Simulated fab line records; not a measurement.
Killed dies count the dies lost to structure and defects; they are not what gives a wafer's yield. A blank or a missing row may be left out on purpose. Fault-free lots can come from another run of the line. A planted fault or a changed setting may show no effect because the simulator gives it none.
Chamber matching + flow sky130 + 4 sister chambers for SKY_VIA1_ETCH_14 on rie diel-04
The step etches BARC in N2/H2, stops on SiO2, time 45.9 s, target depth 60 nm. 4 wafers are shown with their chamber, then 8 later ones without.

## WAFERS WITH THEIR CHAMBER
| wafer  | chamber | throttle valve pct (%) |
|--------|---------|------------------------|
| L360.6 | 2       | 13.234                 |
| L371.4 | 1       | 13.232                 |
| L371.6 | 0       | 13.217                 |
| L372.3 | 3       | 13.228                 |

## WAFERS WHOSE CHAMBER IS MISSING
| wafer  | throttle valve pct (%) |
|--------|------------------------|
| L372.5 | 13.218                 |
| L372.6 | 13.218                 |
| L374.2 | 13.218                 |
| L374.4 | 13.226                 |
| L374.5 | 13.224                 |
| L376.1 | 13.221                 |
| L376.2 | 13.219                 |
| L376.6 | 13.228                 |

## WHICH CHAMBER EACH ONE RAN IN
| wafer  | from the rows above          | in truth                   |
|--------|------------------------------|----------------------------|
| L372.5 | 0                            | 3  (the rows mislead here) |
| L372.6 | 0                            | 0                          |
| L374.2 | 0                            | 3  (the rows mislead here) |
| L374.4 | can't be placed: 3 or 1      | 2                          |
| L374.5 | can't be placed: 3 or 0 or 1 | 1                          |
| L376.1 | can't be placed: 0 or 3      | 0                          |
| L376.2 | 0                            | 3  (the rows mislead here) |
| L376.6 | can't be placed: 3 or 1      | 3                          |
Placed correctly: 1 of 8. Not placeable from these rows: 4 (in 3, the candidates include the true chamber). 3 placed wrongly.
How it was worked out, from the rows above alone: a wafer's distance from a chamber is the root of the sum, over the readings, of the square of ((its reading less the chamber's mean) divided by the reading's scatter). If the next closest chamber is less than 2 further off than the closest, the wafer can't be placed; otherwise it belongs to the closest. A chamber's mean is the mean of its shown wafers. The scatter: root of mean squared gap, hidden wafer to nearest shown wafer, with one shown wafer a chamber.
